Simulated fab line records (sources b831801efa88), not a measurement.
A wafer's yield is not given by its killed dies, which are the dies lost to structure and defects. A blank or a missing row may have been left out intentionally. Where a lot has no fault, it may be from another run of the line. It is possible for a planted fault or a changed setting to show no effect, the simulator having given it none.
Matching of chambers    flow sfq-line    4 sister chambers for SFQ_TRILAYER_I6_CMP_CMP_166 on cmp-01
The step polishes SiO2. 14 wafers are shown with their chamber, then 7 later ones without.

WAFERS, EACH WITH ITS CHAMBER
wafer   chamber  motor-current-A (A)  time-to-endpoint-s (s)  slurry-filter-dp-kPa (kPa)
L351.3  1        10.3                 213                     13.64
L351.4  3        11.8                 227                     13.42
L351.5  1        10.1                 217                     13.30
L352.4  1        10.1                 226                     13.80
L352.5  1        10.1                 227                     13.51
L352.6  2        9.2                  230                     13.92
L353.1  2        9.7                  225                     13.55
L353.3  3        12.0                 236                     13.85
L353.2  1        9.8                  221                     13.55
L359.2  1        10.1                 218                     13.44
L359.1  3        12.1                 222                     13.43
L359.3  0        10.7                 217                     13.52
L361.1  3        12.6                 214                     13.69
L361.5  2        9.2                  219                     13.42

SIGNATURES (averages over the wafers above)
reading               chamber 0  chamber 1  chamber 2  chamber 3  scatter within a chamber
motor-current-A       10.700     10.083     9.367      12.125     0.253
time-to-endpoint-s    217.00     220.33     224.67     224.75     6.8
slurry-filter-dp-kPa  13.5200    13.5400    13.6300    13.5975    0.203
Rule: distance of a wafer from a chamber = root of the sum over the readings of ((wafer's reading minus chamber's mean) / reading's scatter) squared. The wafer belongs to the nearest chamber; if the next one is less than 2 further off, it can't be placed. The scatter: the root of (the sum of the squares of (reading less its chamber's mean) over the shown wafers, divided by (wafers less chambers)).

WAFERS WITH NO CHAMBER GIVEN
wafer   motor-current-A (A)  time-to-endpoint-s (s)  slurry-filter-dp-kPa (kPa)
L361.6  9.9                  208                     13.53
L367.2  9.8                  201                     13.64
L367.5  10.5                 211                     13.41
L367.6  11.6                 211                     13.42
L370.3  10.0                 209                     13.43
L370.4  10.9                 218                     13.32
L370.2  12.2                 221                     13.72

WHICH CHAMBER EACH ONE RAN IN
wafer   from the rows above           in truth
L361.6  can't be placed: 1 or 2 or 0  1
L367.2  can't be placed: 1 or 2 or 0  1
L367.5  can't be placed: 0 or 1       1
L367.6  can't be placed: 3 or 0       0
L370.3  can't be placed: 1 or 0 or 2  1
L370.4  0                             0
L370.2  3                             3
Correct placement for 2 of the 7. From these rows, 5 cannot be placed; in 5 the true chamber is one of the candidates. Wrongly placed: 0.
